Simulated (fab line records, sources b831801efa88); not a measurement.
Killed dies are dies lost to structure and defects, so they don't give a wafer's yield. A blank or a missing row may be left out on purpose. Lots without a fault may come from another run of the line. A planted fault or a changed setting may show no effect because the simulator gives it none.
A struck lot beside a sound one | flow sky130 | 17 steps out of a route of 708
Sound: wafers L692.1, L692.2, L692.6. Struck: wafers L684.1, L684.4, L684.6. The cause comes at the end.
At each step with rows: each side's tool, then ch and its chambers, then its first start. Under that, the readings that differ: sound wafers | struck wafers | difference of the means | sigmas: that difference in standard deviations of wafers without a fault.
alike: readings whose means differ by less than 2 such deviations, and words and numbers that are the same on both sides. not compared: withheld readings, readings that some wafer has no value for, bounds like >300 that may hide the same value, and numbers for which the record gives no deviation and whose values overlap.
The two part at a step that has a row with sigmas, a row that says differs or no value, or rows on one side only. Numbers that don't overlap but have no deviation are shown without sigmas and don't part them. A reading that every wafer of one side lacks parts them only if that side has two wafers or more.

first, 1 step without rows for these wafers: SKY_VT_ADJUST_NCORE_IMPLANT_09.
SKY_VT_ADJUST_NCORE_STRIP_10: strips in O2/N2.
  sound on plasma_asher-03 ch 0,1, day 15 02:18; struck on plasma_asher-04 ch 0, day 12 16:56
  reading                      | sound             | struck            | difference | sigmas
  drypump_motor_current_A (A)  | 6.1 6.5 6.5       | 5.0 5.0 5.0       | -1.4       | -3
  strip_time_to_endpoint_s (s) | 13.86 13.87 13.84 | 13.96 13.95 13.94 | +0.09      | +2
  alike: oes_product_au
  not compared: rf_hours_counter_h
SKY_VT_ADJUST_NCORE_TW_MEAS_11:
  sound on film_metro-03, day 15 02:24; struck on film_metro-04, day 12 17:02
  alike: VT_ADJUST_NCORE_TW
then, 7 steps without rows for these wafers: SKY_VT_ADJUST_HVTR_DEHYDRATE_00 (time 60 s); SKY_VT_ADJUST_HVTR_HMDS_01 (prime time 60 s); SKY_VT_ADJUST_HVTR_COAT_02 (resist thk 1140 nm); SKY_VT_ADJUST_HVTR_SOFTBAKE_03 (time 60 s); SKY_VT_ADJUST_HVTR_EXPOSE_04 (exposes mask HVTRM, target cd 380 nm); SKY_VT_ADJUST_HVTR_PEB_05; SKY_VT_ADJUST_HVTR_DEVELOP_06 (develop time 60 s).
SKY_VT_ADJUST_HVTR_CD_MEAS_07: target cd 380 nm.
  sound on cd_sem-01, day 16 05:41; struck on cd_sem-01, day 13 17:58
  alike: cd_nm
SKY_VT_ADJUST_HVTR_OVL_MEAS_08:
  sound on overlay-01, day 16 05:49; struck on overlay-02, day 13 18:05
  alike: VT_ADJUST_HVTR_OVL
SKY_VT_ADJUST_HVTR_IMPLANT_09:
  sound on implanter-01 ch 0, day 16 05:51; struck on implanter-01 ch 0, day 13 18:08
  reading            | sound                            | struck                           | difference  | sigmas
  dose_ions_cm2      | 2.1003e+12 2.1023e+12 2.1004e+12 | 1.4771e+12 1.4797e+12 1.4772e+12 | -6.2300e+11 | -99 or more
  faraday_current_uA | 11.77 11.52 11.85                | 8.24 8.50 8.54                   | -3.29       | -16
SKY_VT_ADJUST_HVTR_STRIP_10: strips in O2/N2.
  sound on plasma_asher-04 ch 0,1, day 16 06:00; struck on plasma_asher-03 ch 0,1, day 13 18:17
  reading                     | sound       | struck      | difference | sigmas
  drypump_motor_current_A (A) | 5.0 5.5 5.5 | 6.1 6.1 6.5 | +0.9       | +2
  alike: oes_product_au, strip_time_to_endpoint_s
  not compared: rf_hours_counter_h
SKY_VT_ADJUST_HVTR_TW_MEAS_11:
  sound on film_metro-03, day 16 06:06; struck on film_metro-04, day 13 18:23
  reading           | sound             | struck            | difference | sigmas
  VT_ADJUST_HVTR_TW | 209.1 209.5 210.8 | 191.1 191.9 191.2 | -18.4      | -8
then, 1 step without rows for these wafers: SKY_VT_ADJUST_PCH_DEHYDRATE_00 (time 60 s).
-- the record jumps here: 35 days lie between the struck wafers' starts before and after (it left off in module VT_ADJUST_PCH and takes up again in module PAD_OPEN, whose first step shown is number 708 of the route) --
SKY_PAD_OPEN_PROBE_99:
  sound on prober-01, day 50 16:35; struck on prober-01, day 49 05:24
  reading                                 | sound                   | struck                  | difference | sigmas
  model.etest.pfet_01v8_mvt.vt_sat_v (V)  | -0.6514 -0.652 -0.6448  | -0.6598 -0.6612 -0.665  | -0.0126    |
  model.etest.pfet_01v8_mvt.vt_v (V)      | -0.7252 -0.7265 -0.7199 | -0.7325 -0.7317 -0.7361 | -0.0096    |
  model.etest.pfet_01v8_mvt.vt_long_v (V) | -0.9258 -0.925 -0.9203  | -0.9313 -0.934 -0.9294  | -0.0079    |
  alike: killed_at_M0_to_M3, killed_at_M4_up, killed_at_contacts, killed_at_front_end, killed_at_other, killed_dies, killed_open, killed_short
  not compared: model.etest.pfet_01v8_mvt.drive_ua_um, model.etest.pfet_01v8_mvt.off_log10_a_um

WHERE THEY PART
First at SKY_VT_ADJUST_NCORE_STRIP_10; last, within this record, at SKY_VT_ADJUST_HVTR_TW_MEAS_11. Later steps at which nothing parts them and some readings are alike: SKY_PAD_OPEN_PROBE_99.

WHY: what the simulator had put in
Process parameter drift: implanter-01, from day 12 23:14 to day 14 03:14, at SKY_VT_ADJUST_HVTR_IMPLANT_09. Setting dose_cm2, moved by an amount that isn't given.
